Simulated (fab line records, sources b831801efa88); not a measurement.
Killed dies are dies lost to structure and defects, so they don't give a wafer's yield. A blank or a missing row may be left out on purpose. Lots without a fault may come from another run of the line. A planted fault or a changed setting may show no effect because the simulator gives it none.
A struck lot beside a sound one | flow sky130 | 43 steps out of a route of 708
Sound: wafers L563.1, L563.3, L563.5. Struck: wafer L556.1. (L556.2 of the same lot was not struck and is left out.) The cause comes at the end.
At each step with rows: each side's tool, then ch and its chambers, then its first start. Under that, the readings that differ: sound wafers | struck wafers | difference of the means | sigmas: that difference in standard deviations of wafers without a fault.
alike: readings whose means differ by less than 2 such deviations, and words and numbers that are the same on both sides. not compared: withheld readings, readings that some wafer has no value for, bounds like >300 that may hide the same value, and numbers for which the record gives no deviation and whose values overlap.
The two part at a step that has a row with sigmas, a row that says differs or no value, or rows on one side only. Numbers that don't overlap but have no deviation are shown without sigmas and don't part them. A reading that every wafer of one side lacks parts them only if that side has two wafers or more.

first, 3 steps without rows for these wafers: SKY_SONOS_ONO_WET_ETCH_18 (etches Si3N4 in H3PO4, target depth 15 nm, time 172 s); SKY_GATE_OXIDE_CLEAN_00 (cleans in SC1/SC2, time 150 s); SKY_GATE_OXIDE_OXIDATION_01 (stabilise 600 s, purge 300 s, target thk 10.268 nm).
SKY_GATE_OXIDE_THK_MEAS_02:
  sound on film_metro-04, day 19 02:25; struck on film_metro-04, day 16 07:57
  alike: GATE_OXIDE_OXIDATION_00_THK
then, 7 steps without rows for these wafers: SKY_GATE_OXIDE_DEHYDRATE_03 (time 60 s); SKY_GATE_OXIDE_HMDS_04 (prime time 60 s); SKY_GATE_OXIDE_COAT_05 (resist thk 1140 nm); SKY_GATE_OXIDE_SOFTBAKE_06 (time 60 s); SKY_GATE_OXIDE_EXPOSE_07 (exposes mask LVOM, target cd 600 nm); SKY_GATE_OXIDE_PEB_08; SKY_GATE_OXIDE_DEVELOP_09 (develop time 60 s).
SKY_GATE_OXIDE_OVL_MEAS_10:
  sound on overlay-01, day 20 09:31; struck on overlay-01, day 17 11:40
  alike: GATE_OXIDE_OVL
SKY_GATE_OXIDE_IMPLANT_11:
  sound on implanter-01 ch 0, day 20 09:33; struck on implanter-04 ch 0, day 17 11:43
  alike: faraday_current_uA
then, 1 step without rows for these wafers: SKY_GATE_OXIDE_WET_ETCH_12 (etches SiO2 in dHF, target depth 16.8 nm, time 336 s).
SKY_GATE_OXIDE_STRIP_13: strips in O2/N2.
  sound on plasma_asher-01 ch 1, day 20 09:48; struck on plasma_asher-04 ch 0, day 17 11:58
  reading                     | sound       | struck | difference | sigmas
  drypump_motor_current_A (A) | 5.0 5.0 5.0 | 6.1    | +1.1       | +2
  alike: o2_flow_sccm, oes_product_au, strip_time_to_endpoint_s
  not compared: rf_hours_counter_h
SKY_GATE_OXIDE_TW_MEAS_14:
  sound on film_metro-02, day 20 09:54; struck on film_metro-01, day 17 12:04
  alike: GATE_OXIDE_TW
then, 3 steps without rows for these wafers: SKY_GATE_OXIDE_CLEAN_15 (cleans in SC1/SC2, time 150 s); SKY_GATE_OXIDE_OXIDATION_16 (stabilise 600 s, purge 300 s, target thk 3.57 nm); SKY_POLY_GATE_CVD_00 (deposits poly-Si, target thk 180 nm, time 720 s).
SKY_POLY_GATE_THK_MEAS_01:
  sound on film_metro-02, day 20 14:19; struck on film_metro-04, day 17 15:22
  alike: POLY_GATE_CVD_00_THK
then, 8 steps without rows for these wafers: SKY_RES_PROTECT_DEHYDRATE_00 (time 60 s); SKY_RES_PROTECT_HMDS_01 (prime time 60 s); SKY_RES_PROTECT_COAT_02 (resist thk 1140 nm); SKY_RES_PROTECT_SOFTBAKE_03 (time 60 s); SKY_RES_PROTECT_EXPOSE_04 (exposes mask RPM, target cd 1270 nm); SKY_RES_PROTECT_PEB_05; SKY_RES_PROTECT_DEVELOP_06 (develop time 60 s); SKY_POLY_GATE_IMPLANT_02.
SKY_RES_PROTECT_STRIP_07: strips in O2/N2.
  sound on plasma_asher-04 ch 0,1, day 21 21:00; struck on plasma_asher-01 ch 1, day 18 21:42
  alike: drypump_motor_current_A, o2_flow_sccm, oes_product_au, strip_time_to_endpoint_s
  not compared: rf_hours_counter_h
SKY_RES_PROTECT_TW_MEAS_08:
  sound on film_metro-01, day 21 21:06; struck on film_metro-04, day 18 21:48
  alike: POLY_GATE_TW
then, 2 steps without rows for these wafers: SKY_RES_PROTECT_CLEAN_09 (cleans in SC1/SC2, time 150 s); SKY_POLY_GATE_CVD_03 (deposits Si3N4 from DCS/NH3, target thk 75 nm, time 1290 s).
SKY_POLY_GATE_THK_MEAS_04:
  sound on film_metro-03, day 22 02:06; struck on film_metro-04, day 18 23:39
  alike: POLY_GATE_CVD_03_THK
then, 8 steps without rows for these wafers: SKY_POLY_GATE_DEHYDRATE_05 (time 60 s); SKY_POLY_GATE_HMDS_06 (prime time 60 s); SKY_POLY_GATE_COAT_07 (resist thk 110 nm); SKY_POLY_GATE_COAT_08 (resist thk 450 nm); SKY_POLY_GATE_SOFTBAKE_09 (time 90 s); SKY_POLY_GATE_EXPOSE_10 (exposes mask P1M, target cd 150 nm); SKY_POLY_GATE_PEB_11; SKY_POLY_GATE_DEVELOP_12 (develop time 60 s).
SKY_POLY_GATE_CD_MEAS_13: target cd 150 nm.
  sound on cd_sem-02, day 23 08:03; struck on cd_sem-01, day 20 06:44
  alike: cd_nm
-- the record jumps here: 28 days lie between the struck wafers' starts before and after (it left off in module POLY_GATE and takes up again in module PAD_OPEN, whose first step shown is number 708 of the route) --
SKY_PAD_OPEN_PROBE_99:
  sound on prober-02, day 50 04:14; struck on prober-01, day 48 12:24
  reading                                 | sound                     | struck  | difference | sigmas
  model.etest.nfet_01v8.drive_ua_um_range | 7.038 5.109 6.852         | 19.73   | +13.40     |
  model.etest.pfet_01v8.drive_ua_um_range | 3.671 6.6 4.098           | 12.36   | +7.57      |
  model.etest.pfet_01v8_lvt.vt_v_range    | 0.01497 0.01246 0.008931  | 0.1324  | +0.1203    |
  model.etest.pfet_01v8.vt_v_range        | 0.007088 0.007983 0.01227 | 0.0578  | +0.0487    |
  model.etest.nfet_01v8.vt_v_range        | 0.01015 0.00726 0.01136   | 0.01625 | +0.00666   |

WHERE THEY PART
Only at SKY_GATE_OXIDE_STRIP_13, within this record. Later steps at which nothing parts them and some readings are alike: SKY_GATE_OXIDE_TW_MEAS_14, SKY_POLY_GATE_THK_MEAS_01, SKY_RES_PROTECT_STRIP_07, SKY_RES_PROTECT_TW_MEAS_08, SKY_POLY_GATE_THK_MEAS_04, SKY_POLY_GATE_CD_MEAS_13.

WHY: what the simulator had put in
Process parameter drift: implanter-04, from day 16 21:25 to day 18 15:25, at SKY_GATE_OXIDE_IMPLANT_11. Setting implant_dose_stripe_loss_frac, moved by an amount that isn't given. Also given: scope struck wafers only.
